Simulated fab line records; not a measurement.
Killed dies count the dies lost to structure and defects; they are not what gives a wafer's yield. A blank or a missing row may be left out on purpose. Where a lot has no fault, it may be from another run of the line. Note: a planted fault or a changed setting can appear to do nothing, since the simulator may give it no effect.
The tool behind it: which one? | flow sky130 | 6 lots, 18 wafers sampled, at 1 step of a route of 708

WHAT EACH GAUGE READ, for each wafer
SKY_METAL4_CD_MEAS_13 targets a cd of 300 nm.
lot  | measured     | on        | cd nm (nm)
L819 | day 43 05:52 | cd sem-01 | 301.1 299.9 302.0
L822 | day 44 04:59 | cd sem-01 | 302.5 300.9 303.2
L828 | day 45 13:29 | cd sem-01 | 301.0 300.6 301.4
L832 | day 46 16:57 | cd sem-01 | 302.1 302.0 301.4
L835 | day 47 07:25 | cd sem-02 | 299.1 300.1 299.1
L837 | day 47 18:47 | cd sem-01 | 300.8 298.8 299.5

WHAT TOOL EACH LOT RAN ON (gives the tool, then ch and the chambers of the sampled wafers, and finally the start)
There is no process step in the record ahead of these readings.

THE ANSWER, worked out from the rows above alone
Rule: what is usual is taken from the lots themselves. The widest of any qualifying gaps counts: lots, ordered by their means at a reading, are off when they make up no more than a third of the lots, leave a main group of 4 or more, and stand apart from it by 3 or more times the standard deviation of that group's means. Not used: any main group whose means are identical at the precision the tables above print for the reading. Also off: a lot with no number at a reading for which 4 or more lots have one. All remaining lots with rows at the step are treated as sound.
Nothing can be told from this: no lot is off at any reading shown.

WHAT HAD BEEN PUT IN BY THE SIMULATOR
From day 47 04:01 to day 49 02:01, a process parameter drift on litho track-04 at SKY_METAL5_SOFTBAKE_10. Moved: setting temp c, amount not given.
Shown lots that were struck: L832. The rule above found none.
